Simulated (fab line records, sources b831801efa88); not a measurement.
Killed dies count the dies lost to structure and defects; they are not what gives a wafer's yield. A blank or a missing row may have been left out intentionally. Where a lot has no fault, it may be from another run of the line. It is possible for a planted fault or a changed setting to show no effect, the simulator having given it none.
Which of the tools did it? || flow sky130 || Sampling: 11 lots, 33 wafers, 7 of 708 route steps

== WHAT THE GAUGES READ, wafer by wafer ==
SKY_SD_N_TW_MEAS_12.
{"lot": "L746", "measured": "day 28 03:19", "on": "film-metro-04", "SD_N_TW": "4004 4011 4014"}
{"lot": "L747", "measured": "day 28 10:00", "on": "film-metro-04", "SD_N_TW": "3996 4000 3993"}
{"lot": "L749", "measured": "day 29 09:48", "on": "film-metro-01", "SD_N_TW": "3999 4048 4016"}
{"lot": "L751", "measured": "day 30 05:33", "on": "film-metro-04", "SD_N_TW": "4014 4014 3982"}
{"lot": "L752", "measured": "day 30 08:15", "on": "film-metro-04", "SD_N_TW": "3982 3976 3982"}
{"lot": "L754", "measured": "day 31 06:00", "on": "film-metro-02", "SD_N_TW": "3909 3926 3926"}
{"lot": "L755", "measured": "day 31 15:06", "on": "film-metro-01", "SD_N_TW": "4032 4043 4016"}
{"lot": "L757", "measured": "day 32 02:51", "on": "film-metro-02", "SD_N_TW": "3903 3881 3896"}
{"lot": "L758", "measured": "day 32 11:01", "on": "film-metro-02", "SD_N_TW": "3910 3894 3902"}
{"lot": "L765", "measured": "day 34 09:59", "on": "film-metro-02", "SD_N_TW": "3625 3650 3645"}
{"lot": "L766", "measured": "day 34 20:45", "on": "film-metro-04", "SD_N_TW": "3760 3784 3762"}

SKY_SD_N_RS_MEAS_16: measures by four-point-probe.
{"lot": "L746", "measured": "day 28 03:36", "on": "film-metro-04", "SD_N_RS (ohm/sq)": "68.74 68.55 68.68"}
{"lot": "L747", "measured": "day 28 10:17", "on": "film-metro-01", "SD_N_RS (ohm/sq)": "68.58 68.57 68.59"}
{"lot": "L749", "measured": "day 29 10:05", "on": "film-metro-04", "SD_N_RS (ohm/sq)": "68.72 68.57 68.66"}
{"lot": "L751", "measured": "day 30 05:50", "on": "film-metro-01", "SD_N_RS (ohm/sq)": "68.47 68.49 68.59"}
{"lot": "L752", "measured": "day 30 08:32", "on": "film-metro-04", "SD_N_RS (ohm/sq)": "68.58 68.57 68.75"}
{"lot": "L754", "measured": "day 31 06:17", "on": "film-metro-04", "SD_N_RS (ohm/sq)": "68.52 68.61 68.60"}
{"lot": "L755", "measured": "day 31 15:23", "on": "film-metro-04", "SD_N_RS (ohm/sq)": "68.65 68.53 68.62"}
{"lot": "L757", "measured": "day 32 03:08", "on": "film-metro-04", "SD_N_RS (ohm/sq)": "68.61 68.56 68.69"}
{"lot": "L758", "measured": "day 32 11:19", "on": "film-metro-04", "SD_N_RS (ohm/sq)": "68.59 68.54 68.60"}
{"lot": "L765", "measured": "day 34 10:17", "on": "film-metro-01", "SD_N_RS (ohm/sq)": "78.14 77.85 77.65"}
{"lot": "L766", "measured": "day 34 21:02", "on": "film-metro-01", "SD_N_RS (ohm/sq)": "77.79 77.75 78.12"}

SKY_LOCAL_INTERCONNECT_THK_MEAS_02: measures by xrf.
{"lot": "L746", "measured": "day 29 10:47", "on": "film-metro-01", "LOCAL_INTERCONNECT_TIN_THK (nm)": "101.7 101.0 100.7"}
{"lot": "L747", "measured": "day 29 16:51", "on": "film-metro-02", "LOCAL_INTERCONNECT_TIN_THK (nm)": "98.7 100.1 100.2"}
{"lot": "L749", "measured": "day 30 16:56", "on": "film-metro-01", "LOCAL_INTERCONNECT_TIN_THK (nm)": "101.2 100.8 100.9"}
{"lot": "L751", "measured": "day 31 11:48", "on": "film-metro-02", "LOCAL_INTERCONNECT_TIN_THK (nm)": "100.1 100.3 100.6"}
{"lot": "L752", "measured": "day 31 14:49", "on": "film-metro-01", "LOCAL_INTERCONNECT_TIN_THK (nm)": "99.1 99.1 99.2"}
{"lot": "L754", "measured": "day 32 12:04", "on": "film-metro-03", "LOCAL_INTERCONNECT_TIN_THK (nm)": "100.1 99.2 98.7"}
{"lot": "L755", "measured": "day 32 20:52", "on": "film-metro-01", "LOCAL_INTERCONNECT_TIN_THK (nm)": "99.4 99.6 99.3"}
{"lot": "L757", "measured": "day 33 08:02", "on": "film-metro-02", "LOCAL_INTERCONNECT_TIN_THK (nm)": "98.3 98.1 98.6"}
{"lot": "L758", "measured": "day 33 17:08", "on": "film-metro-02", "LOCAL_INTERCONNECT_TIN_THK (nm)": "98.1 99.4 99.9"}
{"lot": "L765", "measured": "day 35 14:29", "on": "film-metro-02", "LOCAL_INTERCONNECT_TIN_THK (nm)": "100.1 99.1 98.7"}
{"lot": "L766", "measured": "day 36 02:22", "on": "film-metro-03", "LOCAL_INTERCONNECT_TIN_THK (nm)": "100.6 101.3 100.9"}

SKY_CONTACT_BOW_MEAS_05.
{"lot": "L746", "measured": "day 30 16:56", "on": "film-metro-04", "CONTACT_BOW (um)": "83 79 83"}
{"lot": "L747", "measured": "day 30 21:14", "on": "film-metro-04", "CONTACT_BOW (um)": "89 79 73"}
{"lot": "L749", "measured": "day 31 21:29", "on": "film-metro-04", "CONTACT_BOW (um)": "80 75 82"}
{"lot": "L751", "measured": "day 32 16:05", "on": "film-metro-03", "CONTACT_BOW (um)": "80 83 75"}
{"lot": "L752", "measured": "day 32 18:40", "on": "film-metro-03", "CONTACT_BOW (um)": "76 82 70"}
{"lot": "L754", "measured": "day 33 16:38", "on": "film-metro-03", "CONTACT_BOW (um)": "90 85 80"}
{"lot": "L755", "measured": "day 34 01:23", "on": "film-metro-01", "CONTACT_BOW (um)": "78 77 86"}
{"lot": "L757", "measured": "day 34 12:29", "on": "film-metro-04", "CONTACT_BOW (um)": "76 75 81"}
{"lot": "L758", "measured": "day 34 21:28", "on": "film-metro-03", "CONTACT_BOW (um)": "77 81 84"}
{"lot": "L765", "measured": "day 36 17:54", "on": "film-metro-04", "CONTACT_BOW (um)": "71 74 72"}
{"lot": "L766", "measured": "day 37 05:06", "on": "film-metro-03", "CONTACT_BOW (um)": "69 69 77"}

== WHICH TOOL RAN EACH LOT (tool, then ch and the chambers of the sampled wafers, then the start) ==
{"lot": "L746", "SKY_SD_N_IMPLANT_09": "implanter-02 ch 0, day 28 02:55", "SKY_SD_N_STRIP_11": "plasma-asher-01 ch 0,1, day 28 03:12", "SKY_LI_CONTACT_CVD_21": "cvd-w-01 ch 0,1, day 29 09:59"}
{"lot": "L747", "SKY_SD_N_IMPLANT_09": "implanter-01 ch 0, day 28 09:37", "SKY_SD_N_STRIP_11": "plasma-asher-04 ch 0,1, day 28 09:53", "SKY_LI_CONTACT_CVD_21": "cvd-w-02 ch 0,1, day 29 16:03"}
{"lot": "L749", "SKY_SD_N_IMPLANT_09": "implanter-01 ch 0, day 29 09:25", "SKY_SD_N_STRIP_11": "plasma-asher-01 ch 0,1, day 29 09:41", "SKY_LI_CONTACT_CVD_21": "cvd-w-01 ch 0,1, day 30 16:08"}
{"lot": "L751", "SKY_SD_N_IMPLANT_09": "implanter-02 ch 0, day 30 05:10", "SKY_SD_N_STRIP_11": "plasma-asher-01 ch 0,1, day 30 05:26", "SKY_LI_CONTACT_CVD_21": "cvd-w-02 ch 0,1, day 31 10:52"}
{"lot": "L752", "SKY_SD_N_IMPLANT_09": "implanter-04 ch 0, day 30 07:51", "SKY_SD_N_STRIP_11": "plasma-asher-04 ch 0,1, day 30 08:09", "SKY_LI_CONTACT_CVD_21": "cvd-w-02 ch 0,1, day 31 14:01"}
{"lot": "L754", "SKY_SD_N_IMPLANT_09": "implanter-04 ch 0, day 31 05:36", "SKY_SD_N_STRIP_11": "plasma-asher-02 ch 0,1, day 31 05:54", "SKY_LI_CONTACT_CVD_21": "cvd-w-01 ch 0,1, day 32 11:17"}
{"lot": "L755", "SKY_SD_N_IMPLANT_09": "implanter-01 ch 0, day 31 14:42", "SKY_SD_N_STRIP_11": "plasma-asher-02 ch 0,1, day 31 15:00", "SKY_LI_CONTACT_CVD_21": "cvd-w-02 ch 1, day 32 20:05"}
{"lot": "L757", "SKY_SD_N_IMPLANT_09": "implanter-04 ch 0, day 32 02:27", "SKY_SD_N_STRIP_11": "plasma-asher-02 ch 0,1, day 32 02:45", "SKY_LI_CONTACT_CVD_21": "cvd-w-01 ch 0,1, day 33 07:16"}
{"lot": "L758", "SKY_SD_N_IMPLANT_09": "implanter-04 ch 0, day 32 10:39", "SKY_SD_N_STRIP_11": "plasma-asher-04 ch 0,1, day 32 10:56", "SKY_LI_CONTACT_CVD_21": "cvd-w-01 ch 0,1, day 33 16:17"}
{"lot": "L765", "SKY_SD_N_IMPLANT_09": "implanter-04 ch 0, day 34 09:35", "SKY_SD_N_STRIP_11": "plasma-asher-04 ch 0,1, day 34 09:53", "SKY_LI_CONTACT_CVD_21": "cvd-w-02 ch 1, day 35 13:42"}
{"lot": "L766", "SKY_SD_N_IMPLANT_09": "implanter-04 ch 0, day 34 20:21", "SKY_SD_N_STRIP_11": "plasma-asher-04 ch 0,1, day 34 20:39", "SKY_LI_CONTACT_CVD_21": "cvd-w-01 ch 1, day 36 01:34"}
- SKY_SD_N_IMPLANT_09
- SKY_SD_N_STRIP_11: strips in O2/N2.
- SKY_LI_CONTACT_CVD_21: deposits W, target thk 400 nm, time 120.56 s.

== WHAT THE TOOLS THEMSELVES READ (means of the sampled wafers that have a number; where no wafer has one, the mark that the record gives instead) ==
SKY_SD_N_IMPLANT_09.
{"lot": "L746", "tool": "implanter-02", "beam-energy-keV": 49.995}
{"lot": "L747", "tool": "implanter-01", "beam-energy-keV": 50.002}
{"lot": "L749", "tool": "implanter-01", "beam-energy-keV": 50.000}
{"lot": "L751", "tool": "implanter-02", "beam-energy-keV": 50.009}
{"lot": "L752", "tool": "implanter-04", "beam-energy-keV": 50.005}
{"lot": "L754", "tool": "implanter-04", "beam-energy-keV": 50.001}
{"lot": "L755", "tool": "implanter-01", "beam-energy-keV": 49.999}
{"lot": "L757", "tool": "implanter-04", "beam-energy-keV": 49.997}
{"lot": "L758", "tool": "implanter-04", "beam-energy-keV": 49.993}
{"lot": "L765", "tool": "implanter-04", "beam-energy-keV": 38.266}
{"lot": "L766", "tool": "implanter-04", "beam-energy-keV": 38.301}

SKY_SD_N_STRIP_11.
{"lot": "L746", "tool": "plasma-asher-01", "drypump-motor-current-A (A)": 5.79, "oes-product-au (a.u.)": 0.525, "strip-time-to-endpoint-s (s)": 22.65}
{"lot": "L747", "tool": "plasma-asher-04", "drypump-motor-current-A (A)": 5.28, "oes-product-au (a.u.)": 0.529, "strip-time-to-endpoint-s (s)": 22.63}
{"lot": "L749", "tool": "plasma-asher-01", "drypump-motor-current-A (A)": 5.83, "oes-product-au (a.u.)": 0.526, "strip-time-to-endpoint-s (s)": 22.55}
{"lot": "L751", "tool": "plasma-asher-01", "drypump-motor-current-A (A)": 5.79, "oes-product-au (a.u.)": 0.524, "strip-time-to-endpoint-s (s)": 22.54}
{"lot": "L752", "tool": "plasma-asher-04", "drypump-motor-current-A (A)": 5.30, "oes-product-au (a.u.)": 0.527, "strip-time-to-endpoint-s (s)": 22.56}
{"lot": "L754", "tool": "plasma-asher-02", "drypump-motor-current-A (A)": 5.54, "oes-product-au (a.u.)": 0.526, "strip-time-to-endpoint-s (s)": 22.58}
{"lot": "L755", "tool": "plasma-asher-02", "drypump-motor-current-A (A)": 5.54, "oes-product-au (a.u.)": 0.524, "strip-time-to-endpoint-s (s)": 22.59}
{"lot": "L757", "tool": "plasma-asher-02", "drypump-motor-current-A (A)": 5.56, "oes-product-au (a.u.)": 0.529, "strip-time-to-endpoint-s (s)": 22.59}
{"lot": "L758", "tool": "plasma-asher-04", "drypump-motor-current-A (A)": 5.30, "oes-product-au (a.u.)": 0.531, "strip-time-to-endpoint-s (s)": 22.58}
{"lot": "L765", "tool": "plasma-asher-04", "drypump-motor-current-A (A)": 5.13, "oes-product-au (a.u.)": 0.552, "strip-time-to-endpoint-s (s)": 20.78}
{"lot": "L766", "tool": "plasma-asher-04", "drypump-motor-current-A (A)": 5.26, "oes-product-au (a.u.)": 0.548, "strip-time-to-endpoint-s (s)": 20.72}

SKY_LI_CONTACT_CVD_21.
{"lot": "L746", "tool": "cvd-w-01", "heater-power-outer-w (W)": 482, "heater-power-w (W)": 762}
{"lot": "L747", "tool": "cvd-w-02", "heater-power-outer-w (W)": 535, "heater-power-w (W)": 845}
{"lot": "L749", "tool": "cvd-w-01", "heater-power-outer-w (W)": 500, "heater-power-w (W)": 773}
{"lot": "L751", "tool": "cvd-w-02", "heater-power-outer-w (W)": 543, "heater-power-w (W)": 833}
{"lot": "L752", "tool": "cvd-w-02", "heater-power-outer-w (W)": 533, "heater-power-w (W)": 837}
{"lot": "L754", "tool": "cvd-w-01", "heater-power-outer-w (W)": 506, "heater-power-w (W)": 764}
{"lot": "L755", "tool": "cvd-w-02", "heater-power-outer-w (W)": 549, "heater-power-w (W)": 857}
{"lot": "L757", "tool": "cvd-w-01", "heater-power-outer-w (W)": 485, "heater-power-w (W)": 759}
{"lot": "L758", "tool": "cvd-w-01", "heater-power-outer-w (W)": 483, "heater-power-w (W)": 755}
{"lot": "L765", "tool": "cvd-w-02", "heater-power-outer-w (W)": 549, "heater-power-w (W)": 854}
{"lot": "L766", "tool": "cvd-w-01", "heater-power-outer-w (W)": 458, "heater-power-w (W)": 730}

== THE ANSWER, worked out from the rows above alone ==
Rule: the usual values come from the lots themselves. Put in order of their means at a reading, lots are off if they are a third of the lots or fewer, leave a main group of 4 or more, and stand apart from it by a gap of 3 or more times the standard deviation of the main group's means; of several such gaps the widest counts. Not used: any main group whose means are identical at the precision the tables above print for the reading. A lot without any number at a reading at which 4 lots or more have one is off too. The other lots that the step has rows for count as sound. After the gauges, taken in route order, come the tools' own readings; for these a lot's mean is taken, as printed above. The first step at which some lot is off is used, and at that step the reading that is off furthest; a lot without a number counts as furthest.
Off: L765, L766, seen at SKY_SD_N_RS_MEAS_16 (SD_N_RS). Mean 68.60 ohm/sq and standard deviation 0.042 in the main group.
A tool fits if, at a process step before that reading, it ran every lot that is off, and no sound lot after the first of them. The gauges at SKY_SD_N_RS_MEAS_16 aren't tried: what is off there is off at SKY_SD_N_IMPLANT_09 too, on other tools, and a gauge's error can't cause that. This does not decide it: 2 tools fit, namely implanter-04 at SKY_SD_N_IMPLANT_09 and plasma-asher-04 at SKY_SD_N_STRIP_11.

== WHAT HAD BEEN PUT IN BY THE SIMULATOR ==
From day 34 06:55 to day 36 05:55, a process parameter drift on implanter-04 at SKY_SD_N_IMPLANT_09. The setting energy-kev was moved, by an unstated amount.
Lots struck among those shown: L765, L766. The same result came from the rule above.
